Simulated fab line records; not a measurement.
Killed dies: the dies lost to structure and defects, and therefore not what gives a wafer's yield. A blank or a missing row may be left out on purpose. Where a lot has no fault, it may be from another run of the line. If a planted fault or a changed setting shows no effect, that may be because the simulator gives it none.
A lot that was struck, set against a sound lot	flow sky130	15 out of 708 route steps
Sound: the wafers L278.1, L278.2, L278.3. Struck: wafer L291.6. (L291.1, L291.4 of the same lot were not struck and are left out.) The cause comes at the end.
Order at every step that has rows: each side's tool, ch and its chambers, its first start. Under that, the readings that differ: sound wafers	struck wafers	difference of the means	sigmas: that difference in standard deviations of wafers without a fault.
alike: readings with means less than 2 such deviations apart, plus words and numbers identical on both sides. not compared: withheld readings, readings lacking a value on some wafer, bounds such as >300 that could conceal the same value, and numbers that have no deviation in the record and whose values overlap.
A row with sigmas, a row that says differs or no value, or rows on one side alone: a step with any of these is where the two part. Numbers that don't overlap but have no deviation are shown without sigmas and don't part them. Lack of a reading on every wafer of one side parts them only where that side has two or more wafers.

SKY_SPACER_ETCHBACK_02: etches Si3N4 in CH3F/O2, stops on SiO2, time 46.7 s, target depth 45 nm.
  sound on rie diel-01 ch 0,1,3, day 23 06:07; struck on rie diel-02 ch 2, day 28 12:34
  alike: ch3f flow sccm, drypump motor current A, oes product au, throttle valve pct
  not compared: rf hours counter h
then, 8 steps without rows for these wafers: SKY_POLY_CUT_DEHYDRATE_00 (time 60 s); SKY_POLY_CUT_HMDS_01 (prime time 60 s); SKY_POLY_CUT_COAT_02 (resist thk 60 nm); SKY_POLY_CUT_COAT_03 (resist thk 450 nm); SKY_POLY_CUT_SOFTBAKE_04 (time 90 s); SKY_POLY_CUT_EXPOSE_05 (exposes mask NPCM, target cd 270 nm); SKY_POLY_CUT_PEB_06; SKY_POLY_CUT_DEVELOP_07 (develop time 60 s).
SKY_POLY_CUT_CD_MEAS_08: target cd 270 nm.
  sound: cd sem-02 at day 24 12:14; struck: cd sem-01 at day 29 16:38
  alike: cd nm
SKY_POLY_CUT_OVL_MEAS_09:
  sound: overlay-01 at day 24 12:21; struck: overlay-01 at day 29 16:45
  alike: POLY_CUT_OVL
SKY_POLY_CUT_ETCH_10: etches BARC in N2/H2, stops on SiO2, time 45.9 s, target depth 60 nm.
  sound on rie diel-03 ch 1,2,3, day 24 12:23; struck on rie diel-03 ch 3, day 29 16:47
  alike: drypump motor current A, n2 flow sccm, oes product au, run length s, throttle valve pct
  not compared: rf hours counter h
SKY_POLY_CUT_ETCH_11: etches Si3N4 in CF4/CH2F2/Ar, stops on poly-Si, time 42.5 s, target depth 60 nm.
  sound on rie diel-03 ch 1,2,3, day 24 12:26; struck on rie diel-03 ch 3, day 29 16:50
reading	sound	struck	difference	sigmas
oes product au (a.u.)	0.836 0.827 0.831	0.965	+0.134	+22
run length s (s)	70.7 70.5 70.9	64.6	-6.1	-16
  alike: ch2f2 flow sccm, drypump motor current A, throttle valve pct
  not compared: rf hours counter h
SKY_POLY_CUT_STRIP_12: strips in O2/N2.
  sound on plasma asher-03 ch 0,1, day 24 12:28; struck on plasma asher-02 ch 1, day 29 16:52
  alike: drypump motor current A, n2 flow sccm, oes product au, strip time to endpoint s
  not compared: rf hours counter h
-- here the record skips 20 days between the struck wafers' starts before and after, leaving off in module POLY_CUT and picking up in module PAD_OPEN (first step shown: number 708 of the route) --
SKY_PAD_OPEN_PROBE_99:
  sound: prober-02 at day 46 00:59; struck: prober-02 at day 49 12:25
reading	sound	struck	difference	sigmas
killed_at_M0_to_M3	47 58 60	33	-22	-3
  alike: killed_at_M4_up, killed at contacts, killed at front end, killed at other, killed dies, killed open, killed short

== WHERE THEY PART ==
At SKY_POLY_CUT_ETCH_11 first; at SKY_PAD_OPEN_PROBE_99 last (within this record only).

WHY: the cause the simulator had injected
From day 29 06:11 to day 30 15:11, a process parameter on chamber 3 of rie diel-03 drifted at SKY_POLY_CUT_ETCH_11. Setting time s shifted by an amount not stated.
